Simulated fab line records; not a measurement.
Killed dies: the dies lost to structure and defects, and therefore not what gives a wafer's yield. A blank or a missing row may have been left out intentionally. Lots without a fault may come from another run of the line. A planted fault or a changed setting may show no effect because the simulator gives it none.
Which tool was responsible? ; flow sky130 ; 12 lots with 36 wafers sampled at 4 steps, on a route of 708 steps

== WHAT THE GAUGES READ, wafer by wafer ==
SKY_VIA1_THK_MEAS_01. Usual: VIA1_HDPCVD_THK 1030 nm, standard deviation 11.
lot;measured;on;VIA1_HDPCVD_THK (nm);flag
L570;day 33 07:29;film-metro-03;1033 1043 1038;
L571;day 33 16:53;film-metro-04;1025 1034 1030;
L573;day 34 11:13;film-metro-04;1023 1059 1045;
L574;day 35 00:52;film-metro-04;1035 1041 1037;
L575;day 35 01:14;film-metro-03;1018 1031 1022;
L576;day 35 02:46;film-metro-04;1052 1033 1056;
L585;day 38 04:52;film-metro-03;1019 1023 1035;
L587;day 38 18:22;film-metro-03;1017 1024 1024;
L588;day 39 02:29;film-metro-04;1016 1023 1016;
L590;day 39 18:30;film-metro-03;1035 1017 1044;
L591;day 40 00:07;film-metro-03;1027 1009 1018;
L592;day 40 00:47;film-metro-03;1044 1033 1033;

SKY_METAL2_RS_MEAS_05: a four-point-probe measurement. Usual: METAL2_ALCU_RS 0.1268 ohm/sq, standard deviation 0.0014.
lot;measured;on;METAL2_ALCU_RS (ohm/sq);flag
L570;day 34 12:22;film-metro-03;0.1282 0.1295 0.1299;
L571;day 34 21:23;film-metro-03;0.1271 0.1255 0.1266;
L573;day 35 15:32;film-metro-02;0.1269 0.1262 0.1266;
L574;day 36 04:46;film-metro-03;0.1275 0.1250 0.1253;
L575;day 36 05:40;film-metro-04;0.1265 0.1262 0.1258;
L576;day 36 07:31;film-metro-03;0.1259 0.1277 0.1265;
L585;day 39 08:09;film-metro-04;0.1292 0.1303 0.1304;
L587;day 39 21:08;film-metro-02;0.1272 0.1278 0.1269;
L588;day 40 05:30;film-metro-02;0.1261 0.1276 0.1275;
L590;day 40 22:01;film-metro-04;0.1270 0.1277 0.1266;
L591;day 41 03:00;film-metro-02;0.1265 0.1274 0.1283;
L592;day 41 04:07;film-metro-04;0.1268 0.1274 0.1269;

== WHAT TOOL EACH LOT RAN ON (gives the tool, then ch and the chambers of the sampled wafers, and finally the start) ==
lot;SKY_VIA1_ETCH_14;SKY_METAL2_SPUTTER_02
L570;rie-diel-04 ch 0,3, day 34 10:50;pvd-sputter-04, day 34 12:16
L571;rie-diel-04 ch 0,1, day 34 19:56;pvd-sputter-03, day 34 21:18
L573;rie-diel-01 ch 0,2,3, day 35 14:01;pvd-sputter-04, day 35 15:23
L574;rie-diel-01 ch 2,3, day 36 03:14;pvd-sputter-03, day 36 04:41
L575;rie-diel-01 ch 0,1,2, day 36 04:11;pvd-sputter-03, day 36 05:33
L576;rie-diel-01 ch 0,2,3, day 36 06:02;pvd-sputter-04, day 36 07:24
L585;rie-diel-03 ch 1,3, day 39 06:40;pvd-sputter-04, day 39 08:02
L587;rie-diel-01 ch 1,3, day 39 19:41;pvd-sputter-04, day 39 21:03
L588;rie-diel-01 ch 0,2,3, day 40 03:56;pvd-sputter-02, day 40 05:21
L590;rie-diel-03 ch 1,3, day 40 20:31;pvd-sputter-03, day 40 21:54
L591;rie-diel-04 ch 1,2,3, day 41 01:23;pvd-sputter-04, day 41 02:53
L592;rie-diel-01 ch 0,2,3, day 41 02:34;pvd-sputter-04, day 41 04:02
- SKY_VIA1_ETCH_14: etches BARC in N2/H2, stops on SiO2, time 45.9 s, target depth 60 nm.
- SKY_METAL2_SPUTTER_02: material AlCu, target thk 250 nm, time 13.3 s.

== WHAT THE TOOLS THEMSELVES READ (means of the sampled wafers that have a number; where no wafer has one, the mark that the record gives instead) ==
SKY_VIA1_ETCH_14. Usual: drypump-motor-current-A 5.9 A, standard deviation 0.47; oes-product-au 0.855 a.u., standard deviation 0.0045; rf-fwd-power-W 495.5 W, standard deviation 2.1; throttle-valve-pct 13.225 %, standard deviation 0.0087.
lot;tool;drypump-motor-current-A (A);oes-product-au (a.u.);rf-fwd-power-W (W);throttle-valve-pct (%);flag
L570;rie-diel-04;6.0;0.855;497.8;13.223;
L571;rie-diel-04;6.1;0.855;498.2;13.217;
L573;rie-diel-01;5.8;0.855;496.7;13.230;
L574;rie-diel-01;5.9;0.851;416.2;13.220;OFF
L575;rie-diel-01;5.4;0.853;415.4;13.225;OFF
L576;rie-diel-01;5.7;0.856;415.4;13.222;OFF
L585;rie-diel-03;6.3;0.859;493.4;13.227;
L587;rie-diel-01;6.0;0.861;495.7;13.220;
L588;rie-diel-01;5.8;0.855;496.7;13.234;
L590;rie-diel-03;6.4;0.853;491.3;13.228;
L591;rie-diel-04;5.9;0.858;496.2;13.238;
L592;rie-diel-01;5.7;0.857;495.2;13.220;

SKY_METAL2_SPUTTER_02. Usual: chamber-pressure-pa 0.4000 Pa, standard deviation 0.00081; throttle-valve-pct 29.6 %, standard deviation 0.71.
lot;tool;chamber-pressure-pa (Pa);throttle-valve-pct (%);flag
L570;pvd-sputter-04;0.3993;29.3;
L571;pvd-sputter-03;0.4008;30.2;
L573;pvd-sputter-04;0.4003;29.4;
L574;pvd-sputter-03;0.3997;30.1;
L575;pvd-sputter-03;0.4000;30.5;
L576;pvd-sputter-04;0.3996;29.3;
L585;pvd-sputter-04;0.4004;29.2;
L587;pvd-sputter-04;0.3999;29.1;
L588;pvd-sputter-02;0.4000;29.9;
L590;pvd-sputter-03;0.4000;30.2;
L591;pvd-sputter-04;0.4008;29.2;
L592;pvd-sputter-04;0.4004;29.6;

== THE ANSWER, worked out from the rows above alone ==
Rule: a lot is off if the mean of its wafers that have a number lies more than 3 standard deviations from the usual mean. A lot without any number at a reading at which 4 lots or more have one is off too. Any other lot the step has rows for is counted as sound. The gauges are gone through in route order, then the tools' own readings, and for those a lot's mean is taken as printed above. At the first step where some lot is off, the reading lying furthest off is the one used; lots without a number count as furthest.
Off, at SKY_VIA1_ETCH_14 on rf-fwd-power-W: L574, L575, L576.
A tool fits if, at that step or a process step before it, it ran every lot that is off, and no sound lot after the first of them. None of those tried fits.

== WHAT THE SIMULATOR PUT IN ==
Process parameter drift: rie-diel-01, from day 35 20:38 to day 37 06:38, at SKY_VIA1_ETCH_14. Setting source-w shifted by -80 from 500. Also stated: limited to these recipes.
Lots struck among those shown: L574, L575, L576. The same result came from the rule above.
